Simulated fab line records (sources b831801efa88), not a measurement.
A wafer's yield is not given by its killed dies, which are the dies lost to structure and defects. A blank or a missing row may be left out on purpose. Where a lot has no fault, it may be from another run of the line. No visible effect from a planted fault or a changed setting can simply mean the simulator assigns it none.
8D (eight disciplines) problem report, filled in by code ; flow gf180mcu ; the parts of the form that need people (team, actions taken, sign-off) are left out

== 1. WHAT IS WRONG ==
Across 6 wafers from 2 lots, NWELL_OVL at GF_NWELL_OVL_MEAS_07 averages 94.5 nm, while fault-free wafers read 0.2 nm with a standard deviation of 1.3. Relative to the usual mean, that is a shift of +73 standard deviations.
Seen first at day 6 17:03 on overlay-02, wafer L619.1. The record holds 39 wafers of 13 lots with a number at this step. Rule for "out", or "out of limits": more than 4 standard deviations from the usual mean. The rest of the wafers with a number are treated as sound.

== 2. WHAT THIS IS AND IS NOT ==
question;is;is not
which readings at this step;NWELL_OVL;-
which lots;L619, L622;L606, L607, L608, L609, L612, L613, L614, L617, L620, L621, L624
which wafers of those lots;all that have a number;-
read on which gauges;overlay-02;overlay-01
when;from day 6 17:03;"up to then (24 sound wafers); but 9 sound wafers of L620, L621, L624 came after"

== 3. SUSPECTS, AND WHAT RULES EACH OUT ==
Counting: a tool at a process step up to the reading stays a suspect if it ran every lot that is out and no sound lot after the first of them.
- the gauge at GF_NWELL_OVL_MEAS_07: kept. All the wafers that are out were read on overlay-02, and no step on other tools shows them out.
- iline stepper-02 at GF_NWELL_EXPOSE_04 (exposes mask Nwell, target cd 860 nm): kept. All lots that are out passed through it, beginning with L619 at day 6 09:15, and no sound lot followed; its final sound lot before that point was L617 at day 5 23:31.
Remaining after the count are iline stepper-02 at GF_NWELL_EXPOSE_04 and overlay-02 at GF_NWELL_OVL_MEAS_07.

== 4. THE CAUSE (what the simulator had put in) ==
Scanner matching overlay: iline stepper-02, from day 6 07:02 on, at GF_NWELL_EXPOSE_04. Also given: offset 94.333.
Of the 2 suspects that counting leaves, this tool is one.

== 5. THE CHAIN OF EFFECTS, in route order ==
One row per reading whose mean, taken over the struck wafers that have a number, lies over 3 standard deviations from the usual. Readings are gone through only where the record gives a usual standard deviation; hours: the median, over the lots, of the time from a lot's start at the first step in this table giving one to that lot's start at this step; sigmas: the change measured in usual standard deviations.
hours;step;reading;usual;on struck wafers;change;sigmas
0;GF_NWELL_OVL_MEAS_07;NWELL_OVL;0.2 nm;94.5;+94.3;+73
At these later measuring or inspecting steps, every struck wafer for which the step has a row has a number for every such reading, and none has moved that far: GF_POLY_GATE_THK_MEAS_01, GF_HV_LDD_OVL_MEAS_47.

== 6. HOW IT WOULD HAVE BEEN CAUGHT EARLIER ==
10 hours passed between the start of the fault at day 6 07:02 and the first reading out of limits at a measuring or inspecting step in this record, taken at day 6 17:03.
Of the tool readings at GF_NWELL_EXPOSE_04 for which the record gives a usual standard deviation, none was out on any struck wafer, so an alarm limit of 4 standard deviations on them would not have fired.
Among the 2 lots that are out, L622 began GF_NWELL_EXPOSE_04 on iline stepper-02 after day 6 17:03. It would have been spared by a hold on the tool at that moment.
